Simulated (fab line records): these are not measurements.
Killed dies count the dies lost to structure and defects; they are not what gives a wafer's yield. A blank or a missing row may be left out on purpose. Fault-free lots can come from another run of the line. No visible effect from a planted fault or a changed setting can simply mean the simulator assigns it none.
Split-lot study    flow sky130    23 wafers read across 5 lots, on a route 708 steps long

== THE SPLIT ITSELF ==
At SKY_VIA1_COAT_07 (resist thk 450 nm), the setting resistThkNm was moved away from the recipe's 450 nm on 5 of the 23 wafers read, by -5.3% to +1.8%. The other wafers ran this setting at the recipe's value.

== FROM THE SPLIT TO THE READING: what the file shows between them, 2 steps ==
- SKY_VIA1_DEVELOP_11: develop time 60 s (also split here: developTimeS)
- SKY_VIA1_ETCH_14: etches BARC in N2/H2, stops on SiO2, time 45.9 s, target depth 60 nm

== THE READING ==
KrF-thick_of_VIA1_COAT_07.thkNm (the simulator's own value, which no gauge read), in nm, at SKY_VIA1_ETCH_15 (etches SiO2 in C4F8/O2/Ar, stops on TiN, target depth 351 nm, time 54 s). The file does not state a usual value for it. Here, 18 wafers ran the recipe; their average is 324.9 nm with a standard deviation of 2 nm.

wafer   tool, chamber at the split  resistThkNm as run, nm  against the recipe  KrF-thick_of_VIA1_COAT_07.thkNm, nm  against lot-mates on the recipe
L074.1  lithoTrack-03, 0            450                     recipe              325.5                                -
L074.2  lithoTrack-03, 0            450                     recipe              324.6                                -
L074.4  lithoTrack-03, 0            450                     recipe              327.6                                -
L074.5  lithoTrack-03, 0            450                     recipe              325.9                                -
L074.6  lithoTrack-03, 0            450                     recipe              325.4                                -
L078.1  lithoTrack-02, 0            457.9                   +1.8%               334.8                                +9.2
L078.2  lithoTrack-02, 0            457.9                   +1.8%               333.3                                +7.7
L078.3  lithoTrack-02, 0            457.9                   +1.8%               333.8                                +8.2
L078.5  lithoTrack-02, 0            450                     recipe              326.2                                -
L078.6  lithoTrack-02, 0            450                     recipe              325                                  -
L080.1  lithoTrack-03, 0            450                     recipe              320.2                                -
L080.3  lithoTrack-03, 0            450                     recipe              321.6                                -
L080.6  lithoTrack-03, 0            450                     recipe              320.4                                -
L082.1  lithoTrack-02, 0            426.1                   -5.3%               299.7                                -25.8
L082.3  lithoTrack-02, 0            450                     recipe              326.6                                -
L082.4  lithoTrack-02, 0            426.1                   -5.3%               301.9                                -23.6
L082.5  lithoTrack-02, 0            450                     recipe              324.5                                -
L082.6  lithoTrack-02, 0            450                     recipe              325.4                                -
L085.1  lithoTrack-03, 0            450                     recipe              326.7                                -
L085.2  lithoTrack-03, 0            450                     recipe              326.3                                -
L085.4  lithoTrack-03, 0            450                     recipe              325.2                                -
L085.5  lithoTrack-03, 0            450                     recipe              325.3                                -
L085.6  lithoTrack-03, 0            450                     recipe              326.4                                -

THE FIT
A straight line over all 23 wafers: KrF-thick_of_VIA1_COAT_07.thkNm changes by +4.64 nm for each +1% of resistThkNm; r = +0.97; the points scatter about the line by 2 nm.
The same after taking each lot's own level away (the mean of its wafers on the recipe; 23 wafers): +4.67 nm for each +1%; r = +0.99; scatter 0.83 nm.
On that fit, the largest move of resistThkNm shifts the reading by 25 nm.
Across the lots, their own levels run from 320.73 to 325.98 nm, a range of 2.6 times the standard deviation given above.
So the lot-to-lot level changes the slope little: the two slopes agree.
Check: -23.9 nm against its lot-mates is what the line predicts for one of the wafers moved furthest among these (-5.3%) when that wafer is left out of the fit. It came out at -25.8 nm against them.

== OTHER SPLITS ON THESE WAFERS ==
Note: prior to the reading, these wafers also went through further splits. Each is held against what the fit with the lots' levels taken away leaves over:
other split on the same wafers    wafers away from the commonest value  r with KrF-thick_of_VIA1_COAT_07.thkNm (lot level and that fit taken away)
SKY_METAL1_SPUTTER_00 powerW      11                                    +0.19
SKY_VIA1_HDPCVD_00 sih4FlowSccm   6                                     -0.03
SKY_VIA1_DEVELOP_11 developTimeS  4                                     +0.30

== THE WHOLE CHAIN: every reading that the file lists as answering this split, in the file's order ==
step               what it does                                                             reading                                                                           change (the file's fit)               r (the file's)
SKY_VIA1_COAT_07   resist thk 450 nm                                                        KrF-thick_of_VIA1_COAT_07.thkNm (the simulator's own value, which no gauge read)  +4.53 nm for each +1% of the setting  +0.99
SKY_VIA1_ETCH_14   etches BARC in N2/H2, stops on SiO2, time 45.9 s, target depth 60 nm     KrF-thick_of_VIA1_COAT_07.thkNm (the simulator's own value, which no gauge read)  +4.58 nm for each +1% of the setting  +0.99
SKY_VIA1_ETCH_15   etches SiO2 in C4F8/O2/Ar, stops on TiN, target depth 351 nm, time 54 s  KrF-thick_of_VIA1_COAT_07.thkNm (the simulator's own value, which no gauge read)  +4.66 nm for each +1% of the setting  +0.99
SKY_VIA1_STRIP_16  strips in O2/N2                                                          stripTimeToEndpointS                                                              withheld for each +1% of the setting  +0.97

== THE FILE'S OWN FIT ==
KrF-thick_of_VIA1_COAT_07.thkNm changes by +4.66 nm for each +1% of resistThkNm, r = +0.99.
